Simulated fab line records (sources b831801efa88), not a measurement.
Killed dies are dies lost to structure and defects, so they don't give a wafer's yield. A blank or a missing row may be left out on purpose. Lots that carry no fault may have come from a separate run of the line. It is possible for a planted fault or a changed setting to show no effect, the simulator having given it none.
fab line records | flow gf180mcu | part 2 of 2: steps 33 to 45 of 45
record: lots: 5 | wafers: 15 | last_day: 32
route steps=602 shown HV_LDD@202 NSD@235
lots that met no fault: taken from a fault-free run of the same line
start_h: start of the lot's first displayed wafer, in hours after the record's first day | wait_h: hours since the lot's step before | " unchanged from the row above | L1.1+2: one row covering several wafers at once | - no value, or no start given | * or withheld: withheld | < > ~ a bound
route shown NAME@n: names a module that has steps shown in the file, with the first one's number in the route | usual: mean and standard deviation over wafers with no fault | same: alike in all rows | chamber/n: place in a boat | sites: each site's reading | _std_site: the standard deviation of these | _edge_site: the outer-site mean with the inner-site mean subtracted | radius_mm: for every site, how far away it sits from the centre of the wafer | mask NAME#n: copy n | behind: the tool/chamber that last shaped the wafer | hold: the reason the lot was held/the length of the hold in hours/how it ended | device: the n, p or np transistor that did not switch | end of line: the same wafers' tests at the end of the route | a step with no rows: only its recipe | killed: count of dies lost to structure and defects at first sort (not the wafer's yield) | map: a wafer's dies, marking killed ones x, the rest . and places with no die _
set.NAME: the run value of the setting; set.NAME@STEP: its run value at that earlier step | model.NAME: the simulator's own value behind a step, which no gauge read
lots at some steps of the route; a table a step, a row a wafer
services: from which hour (start_h, from the record's first day; less than 0 if before it) a tool's chamber was out of use, for how many hours, and why
== steps ==
step: GF_HV_LDD_ETCHBACK_58
recipe: chemistry: CH3F/O2 | target: Si3N4 | stop_on: SiO2 | source_w: 400 | bias_w: 80 | pressure_mtorr: 25 | ch3f_flow_sccm: 40 | O2_flow_sccm: 30 | time_s: 100 | target_depth_a: 900
usual: drypump_motor_current_A: 6.0/0.35 | oes_product_au: 0.842/0.0065 | throttle_valve_pct: 10.562/0.0091
lot.wafer | tool        | chamber | start_h | wait_h | drypump_motor_current_A | oes_product_au | rf_hours_counter_h | throttle_valve_pct
L076.4    | rie_diel-03 | 0       | 288.09  | 0.0    | 5.5                     | 0.832          | 3                  | 10.561
L076.5    | "           | 3       | "       | "      | 6.2                     | 0.837          | -                  | 10.562
L076.6    | "           | 0       | "       | "      | 5.5                     | 0.837          | -                  | 10.589
L080.1    | rie_diel-01 | 3       | 320.05  | 0.1    | 5.7                     | 0.838          | 126                | 10.559
L080.2    | "           | 0       | "       | "      | 5.8                     | 0.843          | 54                 | 10.551
L080.5    | "           | 1       | "       | "      | 6.7                     | 0.834          | -                  | 10.565
L083.2    | rie_diel-02 | 1       | 350.88  | 0.0    | 5.9                     | 0.832          | 116                | 10.550
L083.3    | "           | 3       | "       | "      | 6.0                     | 0.833          | 6                  | 10.587
L083.5    | "           | 1       | "       | "      | 5.8                     | 0.843          | -                  | 10.551
L086.1    | rie_diel-01 | 1       | 373.88  | 0.1    | 6.7                     | 0.837          | 7                  | 10.559
L086.4    | "           | 2       | "       | "      | 6.2                     | 0.841          | 6                  | 10.556
L086.6    | "           | 2       | "       | "      | 6.2                     | 0.842          | -                  | 10.563
L088.1    | rie_diel-01 | 3       | 392.29  | 0.1    | 5.7                     | 0.837          | 1                  | 10.562
L088.3    | "           | 2       | "       | "      | 6.2                     | 0.837          | 6                  | 10.553
L088.6    | "           | 2       | "       | "      | 6.2                     | 0.846          | -                  | 10.563
step: GF_NSD_DEHYDRATE_00
recipe: temp_c: 200 | time_s: 60
lot.wafer  | tool           | chamber | start_h | wait_h
L076.4+5+6 | litho_track-04 | 0       | 297.95  | 9.8
L080.1+2+5 | litho_track-02 | 0       | 330.19  | 10.1
L083.2+3+5 | litho_track-04 | 0       | 361.50  | 10.6
L086.1+4+6 | litho_track-02 | 0       | 384.98  | 11.1
L088.1+3+6 | litho_track-02 | 0       | 402.63  | 10.3
step: GF_NSD_HMDS_01
recipe: prime_time_s: 60 | prime_temp_c: 120
usual: prime_temp_c: 120.01/0.13
lot.wafer | tool           | chamber | start_h | wait_h | prime_temp_c
L076.4    | litho_track-04 | 0       | 298.10  | 0.1    | 119.90
L076.5    | "              | 0       | "       | "      | 120.08
L076.6    | "              | 0       | "       | "      | 119.96
L080.1    | litho_track-02 | 0       | 330.34  | 0.1    | 120.02
L080.2    | "              | 0       | "       | "      | 119.91
L080.5    | "              | 0       | "       | "      | 120.06
L083.2    | litho_track-04 | 0       | 361.65  | 0.1    | 119.93
L083.3    | "              | 0       | "       | "      | 120.01
L083.5    | "              | 0       | "       | "      | 120.11
L086.1    | litho_track-02 | 0       | 385.13  | 0.1    | 120.06
L086.4    | "              | 0       | "       | "      | 120.07
L086.6    | "              | 0       | "       | "      | 120.29
L088.1    | litho_track-02 | 0       | 402.78  | 0.1    | 119.76
L088.3    | "              | 0       | "       | "      | 119.90
L088.6    | "              | 0       | "       | "      | 120.10
step: GF_NSD_COAT_02
recipe: resist: NOVOLAK | spin_rpm: 3000 | resist_thk_nm: 1000
lot.wafer  | tool           | chamber | start_h | wait_h
L076.4+5+6 | litho_track-04 | 0       | 298.25  | 0.1
L080.1+2+5 | litho_track-02 | 0       | 330.49  | 0.1
L083.2+3+5 | litho_track-04 | 0       | 361.80  | 0.1
L086.1+4+6 | litho_track-02 | 0       | 385.28  | 0.1
L088.1+3+6 | litho_track-02 | 0       | 402.93  | 0.1
step: GF_NSD_SOFTBAKE_03
recipe: temp_c: 90 | time_s: 60 | resist: NOVOLAK
lot.wafer  | tool           | chamber | start_h | wait_h
L076.4+5+6 | litho_track-04 | 0       | 298.40  | 0.1
L080.1+2+5 | litho_track-02 | 0       | 330.64  | 0.1
L083.2+3+5 | litho_track-04 | 0       | 361.95  | 0.1
L086.1+4+6 | litho_track-02 | 0       | 385.43  | 0.1
L088.1+3+6 | litho_track-02 | 0       | 403.08  | 0.1
step: GF_NSD_EXPOSE_04
recipe: mask_id: Nplus | target_cd_nm: 400 | na: 0.6 | source_shape: conventional | sigma_outer: 0.6 | dose_mj: 140
lot.wafer  | tool             | chamber | start_h | wait_h | mask
L076.4+5+6 | iline_stepper-01 | 0       | -       | -      | Nplus#0
L080.1+2+5 | iline_stepper-02 | 0       | -       | -      | Nplus#0
L083.2+3+5 | iline_stepper-02 | 0       | -       | -      | Nplus#0
L086.1+4+6 | iline_stepper-02 | 0       | -       | -      | Nplus#0
L088.1+3+6 | iline_stepper-01 | 0       | -       | -      | Nplus#0
step: GF_NSD_PEB_05
recipe: temp_c: withheld | time_s: * | resist: NOVOLAK
lot.wafer  | tool           | chamber | start_h | wait_h
L076.4+5+6 | litho_track-02 | 0       | -       | -
L080.1+2+5 | litho_track-02 | 0       | -       | -
L083.2+3+5 | litho_track-03 | 0       | -       | -
L086.1+4+6 | litho_track-03 | 0       | -       | -
L088.1+3+6 | litho_track-03 | 0       | -       | -
step: GF_NSD_DEVELOP_06
recipe: develop_time_s: 60 | dev_temp_c: 23
lot.wafer  | tool           | chamber | start_h | wait_h
L076.4+5+6 | litho_track-02 | 0       | 308.21  | 0.1
L080.1+2+5 | litho_track-02 | 0       | 341.84  | 0.1
L083.2+3+5 | litho_track-03 | 0       | 372.22  | 0.1
L086.1+4+6 | litho_track-03 | 0       | 396.39  | 0.1
L088.1+3+6 | litho_track-03 | 0       | 413.99  | 0.1
step: GF_NSD_CD_MEAS_07
recipe: target_cd_nm: 400
usual: cd_nm: 400.4/2.4
lot.wafer | tool      | chamber | start_h | wait_h | cd_nm
L076.4    | cd_sem-02 | -       | 308.35  | 0.1    | 400.6
L076.5    | "         | -       | "       | "      | 399.4
L076.6    | "         | -       | "       | "      | 401.1
L080.1    | cd_sem-01 | -       | 341.99  | 0.1    | 400.4
L080.2    | "         | -       | "       | "      | 402.4
L080.5    | "         | -       | "       | "      | 400.6
L083.2    | cd_sem-02 | -       | 372.36  | 0.1    | 399.8
L083.3    | "         | -       | "       | "      | 401.2
L083.5    | "         | -       | "       | "      | 400.0
L086.1    | cd_sem-02 | -       | 396.54  | 0.1    | 399.4
L086.4    | "         | -       | "       | "      | 401.2
L086.6    | "         | -       | "       | "      | 399.4
L088.1    | cd_sem-02 | -       | 414.14  | 0.1    | 397.0
L088.3    | "         | -       | "       | "      | 394.0
L088.6    | "         | -       | "       | "      | 393.1
step: GF_NSD_OVL_MEAS_08
usual: NSD_OVL: -0.6/1.2
lot.wafer | tool       | chamber | start_h | wait_h | NSD_OVL[nm]
L076.4    | overlay-01 | -       | 308.42  | 0.1    | -2.3
L076.5    | "          | -       | "       | "      | -1.4
L076.6    | "          | -       | "       | "      | -2.9
L080.1    | overlay-02 | -       | 342.11  | 0.1    | 1.2
L080.2    | "          | -       | "       | "      | 1.3
L080.5    | "          | -       | "       | "      | 1.6
L083.2    | overlay-02 | -       | 372.47  | 0.1    | -2.5
L083.3    | "          | -       | "       | "      | -0.4
L083.5    | "          | -       | "       | "      | -3.6
L086.1    | overlay-02 | -       | 396.66  | 0.1    | -0.1
L086.4    | "          | -       | "       | "      | 0.1
L086.6    | "          | -       | "       | "      | 0.7
L088.1    | overlay-01 | -       | 414.26  | 0.1    | -1.9
L088.3    | "          | -       | "       | "      | -0.2
L088.6    | "          | -       | "       | "      | -0.9
step: GF_NSD_IMPLANT_09
recipe: species: As | energy_kev: 60 | dose_cm2: 4e+15 | tilt_deg: 7
lot.wafer  | tool         | chamber | start_h | wait_h
L076.4+5+6 | implanter-01 | 0       | 308.52  | 0.1
L080.1+2+5 | implanter-03 | 0       | 342.14  | 0.0
L083.2+3+5 | implanter-01 | 0       | 372.52  | 0.0
L086.1+4+6 | implanter-01 | 0       | 396.70  | 0.0
L088.1+3+6 | implanter-03 | 0       | 414.30  | 0.0
step: GF_NSD_IMPLANT_10
recipe: species: P | energy_kev: 40 | dose_cm2: 5e+14 | tilt_deg: 7
lot.wafer  | tool         | chamber | start_h | wait_h
L076.4+5+6 | implanter-01 | 0       | 308.67  | 0.1
L080.1+2+5 | implanter-03 | 0       | 342.29  | 0.1
L083.2+3+5 | implanter-01 | 0       | 372.67  | 0.1
L086.1+4+6 | implanter-01 | 0       | 396.85  | 0.1
L088.1+3+6 | implanter-03 | 0       | 414.45  | 0.1
step: GF_NSD_STRIP_11
recipe: chemistry: O2/N2 | power_w: 1400 | pressure_mtorr: 1500 | platen_temp_c: 250 | o2_flow_sccm: 3000 | n2_flow_sccm: 300 | overash_fraction: 0.5
usual: drypump_motor_current_A: 5.7/0.61 | heater_power_w: 336/31 | oes_product_au: 0.487/0.0041 | strip_time_to_endpoint_s: 22.98/0.038
lot.wafer | tool            | chamber | start_h | wait_h | drypump_motor_current_A | heater_power_w | oes_product_au | rf_hours_counter_h | strip_time_to_endpoint_s
L076.4    | plasma_asher-04 | 1       | 308.78  | 0.1    | 6.1                     | 344            | 0.491          | -                  | 23.00
L076.5    | "               | 1       | "       | "      | 6.1                     | 342            | 0.487          | -                  | 23.02
L076.6    | "               | 0       | "       | "      | 5.9                     | 322            | 0.480          | -                  | 23.02
L080.1    | plasma_asher-03 | 1       | 342.44  | 0.1    | 4.8                     | 297            | 0.487          | 24                 | 22.93
L080.2    | "               | 0       | "       | "      | 6.1                     | 376            | 0.487          | 24                 | 22.94
L080.5    | "               | 1       | "       | "      | 4.8                     | 300            | 0.486          | -                  | 22.94
L083.2    | plasma_asher-01 | 0       | 372.80  | 0.1    | 5.3                     | 326            | 0.488          | 74                 | 22.97
L083.3    | "               | 0       | "       | "      | 5.3                     | 330            | 0.489          | -                  | 22.94
L083.5    | "               | 1       | "       | "      | 6.6                     | 369            | 0.480          | -                  | 22.95
L086.1    | plasma_asher-03 | 1       | 397.00  | 0.1    | 4.8                     | 294            | 0.483          | 30                 | 22.96
L086.4    | "               | 0       | "       | "      | 6.1                     | 366            | 0.484          | -                  | 22.96
L086.6    | "               | 1       | "       | "      | 4.8                     | 297            | 0.482          | -                  | 22.89
L088.1    | plasma_asher-03 | 1       | 414.60  | 0.1    | 4.8                     | 292            | 0.485          | 32                 | 22.99
L088.3    | "               | 0       | "       | "      | 6.1                     | 372            | 0.490          | -                  | 23.01
L088.6    | "               | 1       | "       | "      | 4.8                     | 298            | 0.484          | -                  | 23.01
== services ==
tool             | chamber | start_h | hours | kind
rie_diel-01      | 1       | 234.88  | 5.3   | repair
implanter-02     | -       | 250.46  | 1.6   | repair
wet_bench-01     | -       | 261.81  | 1.3   | repair
implanter-01     | -       | 262.17  | 1.2   | repair
rie_diel-01      | -       | 268.11  | 15.6  | pm
rtp_anneal-02    | -       | 273.93  | 5.5   | pm
plasma_asher-01  | -       | 274.00  | 14.6  | pm
implanter-04     | -       | 281.47  | 3.7   | repair
iline_stepper-02 | -       | 289.59  | 1.7   | pm
implanter-01     | -       | 302.69  | 4.9   | pm
iline_stepper-01 | -       | 312.23  | 12.5  | repair
implanter-02     | -       | 321.31  | 4.9   | repair
plasma_asher-02  | -       | 326.38  | 0.4   | repair
iline_stepper-01 | -       | 330.53  | 9.7   | repair
implanter-03     | -       | 333.71  | 3.9   | pm
implanter-04     | -       | 343.66  | 3.0   | pm
implanter-01     | -       | 348.33  | 2.8   | pm
rie_diel-01      | 0       | 350.46  | 10.9  | repair
iline_stepper-01 | -       | 364.16  | 1.7   | pm
plasma_asher-02  | -       | 374.90  | 7.9   | repair
rie_diel-01      | 3       | 387.15  | 4.3   | repair
rie_diel-01      | 2       | 400.22  | 31.3  | repair
lpcvd-02         | -       | 403.43  | 0.7   | repair
implanter-04     | -       | 412.67  | 7.1   | repair
